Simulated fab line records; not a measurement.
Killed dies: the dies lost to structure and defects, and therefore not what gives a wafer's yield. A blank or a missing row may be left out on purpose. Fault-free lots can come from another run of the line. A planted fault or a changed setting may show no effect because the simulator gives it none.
Lot-split experiment -- flow sfqLine -- route with 325 steps; 5 lots, 23 wafers read

== ON THE SPLIT ==
At SFQ_TRILAYER_L0_BARC_OPEN_METAL_ETCH_010 (etches BARC in O2, target depth 125 nm, time 41.7 s), the setting icpW was moved away from the recipe's 600 W on 8 of the 23 wafers read, by +6.1% to +11.5%. This setting was run at the recipe's value on the other wafers.

There is no step in the file separating the split from the reading.

== THE READING ==
KrF_of_TRILAYER_L0_LITHO_COAT_005.thkNm (the simulator's own value, which no gauge read), in nm, at SFQ_TRILAYER_L0_ETCH_METAL_ETCH_008 (etches MoNx KI in SF6/O2, stops on SiO2, target depth 50 nm, time 25 s). There is no usual value for it anywhere in the file. Across the 15 wafers here that went through the recipe, the average is 480.5 nm and the standard deviation 1.9 nm.

wafer,"tool, chamber at the split","icpW as run, W",against the recipe,"KrF_of_TRILAYER_L0_LITHO_COAT_005.thkNm, nm",against lot-mates on the recipe
L074.1,"rieMetal-01, 1",600,recipe,479.2,-
L074.2,"rieMetal-01, 0",600,recipe,481.4,-
L074.3,"rieMetal-01, 1",654,+9.0%,477.2,-3.1
L074.4,"rieMetal-01, 0",654,+9.0%,476.7,-3.6
L074.5,"rieMetal-01, 0",600,recipe,480.3,-
L077.1,"rieMetal-04, 1",600,recipe,483.2,-
L077.4,"rieMetal-04, 0",600,recipe,481.8,-
L077.5,"rieMetal-04, 1",600,recipe,483.4,-
L082.1,"rieMetal-04, 1",636.8,+6.1%,476.7,-3.4
L082.2,"rieMetal-04, 0",600,recipe,480.2,-
L082.3,"rieMetal-04, 1",636.8,+6.1%,476.3,-3.8
L082.4,"rieMetal-04, 0",636.8,+6.1%,477,-3.1
L082.5,"rieMetal-04, 1",600,recipe,480,-
L084.1,"rieMetal-03, 1",600,recipe,478.7,-
L084.5,"rieMetal-03, 1,0",600,recipe,478.7,-
L084.3,"rieMetal-03, 0",600,recipe,477.1,-
L084.4,"rieMetal-03, 1",600,recipe,480.2,-
L084.6,"rieMetal-03, 1,0",600,recipe,478.3,-
L085.1,"rieMetal-03, 1",668.7,+11.5%,477.4,-5.0
L085.2,"rieMetal-03, 0",668.7,+11.5%,477.7,-4.7
L085.3,"rieMetal-03, 1",600,recipe,483.3,-
L085.4,"rieMetal-03, 0",600,recipe,481.5,-
L085.6,"rieMetal-03, 1",668.7,+11.5%,478.5,-3.9
If several chambers appear in one row, that row covers several wafers at once and the file leaves open which wafer was in which chamber.

THE FIT
A straight line over all 23 wafers: KrF_of_TRILAYER_L0_LITHO_COAT_005.thkNm changes by -0.317 nm for each +1% of icpW; r = -0.63; the points scatter about the line by 1.8 nm.
The same after taking each lot's own level away (the mean of its wafers on the recipe; 23 wafers): -0.411 nm for each +1%; r = -0.92; scatter 0.82 nm.
That fit puts the effect of the largest move of icpW on the reading at 4.7 nm.
The span of the lots' own levels, 478.60 to 482.80 nm, comes to 2.3 times the standard deviation stated above.
So the lot-to-lot level blurs the effect unless lot-mates are compared.
Check: with one of the wafers moved furthest among these (+11.5%) left out of the fit, the line predicts -4.71 nm for it against its lot-mates. It came out at -5 nm against them.

== OTHER SPLITS ON THESE WAFERS ==
These wafers also went through other splits before the reading. Each is held against what the fit with the lots' levels taken away leaves over:
other split on the same wafers,wafers away from the commonest value,r with KrF_of_TRILAYER_L0_LITHO_COAT_005.thkNm (lot level and that fit taken away)
SFQ_TRILAYER_L0_LITHO_COAT_010 spinRpm,9,+0.07

== THE WHOLE CHAIN: every reading that the file lists as answering this split, in the file's order ==
step,what it does,reading,change (the file's fit),r (the file's)
SFQ_TRILAYER_L0_BARC_OPEN_METAL_ETCH_010,"etches BARC in O2, target depth 125 nm, time 41.7 s","KrF_of_TRILAYER_L0_LITHO_COAT_005.thkNm (the simulator's own value, which no gauge read)",-0.422 nm for each +1% of the setting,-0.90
SFQ_TRILAYER_L0_ETCH_METAL_ETCH_008,"etches MoNx KI in SF6/O2, stops on SiO2, target depth 50 nm, time 25 s","KrF_of_TRILAYER_L0_LITHO_COAT_005.thkNm (the simulator's own value, which no gauge read)",-0.411 nm for each +1% of the setting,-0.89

== THE FILE'S OWN FIT ==
KrF_of_TRILAYER_L0_LITHO_COAT_005.thkNm changes by -0.411 nm for each +1% of icpW, r = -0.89.
